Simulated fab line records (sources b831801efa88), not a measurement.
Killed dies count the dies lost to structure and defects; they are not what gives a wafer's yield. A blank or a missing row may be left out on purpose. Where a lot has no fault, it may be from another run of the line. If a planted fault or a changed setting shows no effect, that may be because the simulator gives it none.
Lot-split experiment | flow gf180mcu | route with 602 steps; 5 lots, 23 wafers read

SPLIT DETAILS
At GF_V4_COAT_09 (resist thk 1000 nm), the setting resistThkNm was moved away from the recipe's 1000 nm on 9 of the 23 wafers read, by -5.0% to +3.0%. All remaining wafers had this setting at the recipe value.

The split's own step is where the reading is taken.

THE READING
KrF_of_V4_COAT_09.thkNm (the simulator's own value, which no gauge read), in nm, at GF_V4_COAT_09 (resist thk 1000 nm). The file gives no usual value for it. The 14 wafers here that ran the recipe average 1001.2 nm, standard deviation 2.3 nm.

wafer  | tool, chamber at the split | resistThkNm as run, nm | against the recipe | KrF_of_V4_COAT_09.thkNm, nm | against lot-mates on the recipe
L074.1 | lithoTrack-02, 0           | 1000                   | recipe             | 1001                        | -
L074.2 | lithoTrack-02, 0           | 950.1                  | -5.0%              | 951.7                       | -50.8
L074.3 | lithoTrack-02, 0           | 950.1                  | -5.0%              | 951.5                       | -51.0
L074.4 | lithoTrack-02, 0           | 1000                   | recipe             | 1004                        | -
L074.6 | lithoTrack-02, 0           | 950.1                  | -5.0%              | 951.3                       | -51.2
L077.1 | lithoTrack-01, 0           | 1000                   | recipe             | 998.6                       | -
L077.2 | lithoTrack-01, 0           | 1000                   | recipe             | 1000                        | -
L077.4 | lithoTrack-01, 0           | 1000                   | recipe             | 998.8                       | -
L077.5 | lithoTrack-01, 0           | 1000                   | recipe             | 999.9                       | -
L077.6 | lithoTrack-01, 0           | 1000                   | recipe             | 1001                        | -
L081.2 | lithoTrack-01, 0           | 1000                   | recipe             | 1001                        | -
L081.4 | lithoTrack-01, 0           | 1000                   | recipe             | 1004                        | -
L081.6 | lithoTrack-01, 0           | 1000                   | recipe             | 1007                        | -
L082.1 | lithoTrack-02, 0           | 1000                   | recipe             | 1000                        | -
L082.3 | lithoTrack-02, 0           | 1000                   | recipe             | 999.2                       | -
L082.4 | lithoTrack-02, 0           | 969.9                  | -3.0%              | 969.3                       | -30.3
L082.5 | lithoTrack-02, 0           | 969.9                  | -3.0%              | 968.2                       | -31.4
L082.6 | lithoTrack-02, 0           | 969.9                  | -3.0%              | 971.3                       | -28.3
L085.1 | lithoTrack-03, 0           | 1030                   | +3.0%              | 1032                        | +30.5
L085.2 | lithoTrack-03, 0           | 1000                   | recipe             | 1002                        | -
L085.3 | lithoTrack-03, 0           | 1000                   | recipe             | 1001                        | -
L085.4 | lithoTrack-03, 0           | 1030                   | +3.0%              | 1037                        | +35.5
L085.6 | lithoTrack-03, 0           | 1030                   | +3.0%              | 1033                        | +31.5

THE FIT
A straight line over all 23 wafers: KrF_of_V4_COAT_09.thkNm changes by +10.3 nm for each +1% of resistThkNm; r = +1.00; the points scatter about the line by 2.3 nm.
The same after taking each lot's own level away (the mean of its wafers on the recipe; 23 wafers): +10.3 nm for each +1%; r = +1.00; scatter 1.6 nm.
On that fit, the largest move of resistThkNm shifts the reading by 52 nm.
Measured against the standard deviation above, the lots' own levels, which go from 999.60 to 1004.00 nm, span 2.0 times it.
The two slopes agree, so the slope changes little with the lot-to-lot level.
Check: for one of the wafers moved furthest among these (-5.0%), held out of the fit, the line's prediction against its lot-mates is -51.3 nm. Against them it came out at -50.8 nm.

ADDITIONAL SPLITS CARRIED BY THESE WAFERS
Before the reading, these wafers also passed through other splits. Each is held against what the fit with the lots' levels taken away leaves over:
other split on the same wafers | wafers away from the commonest value | r with KrF_of_V4_COAT_09.thkNm (lot level and that fit taken away)
GF_V3_SPUTTER_21 timeS         | 6                                    | -0.09
GF_M4_SPUTTER_01 powerW        | 7                                    | +0.22
GF_M4_COAT_09 resistThkNm      | 6                                    | +0.19
GF_V4_CMP_04 leaveAboveRefNm   | 7                                    | +0.09

FILE'S OWN FIT
KrF_of_V4_COAT_09.thkNm changes by +10.3 nm for each +1% of resistThkNm, r = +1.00.
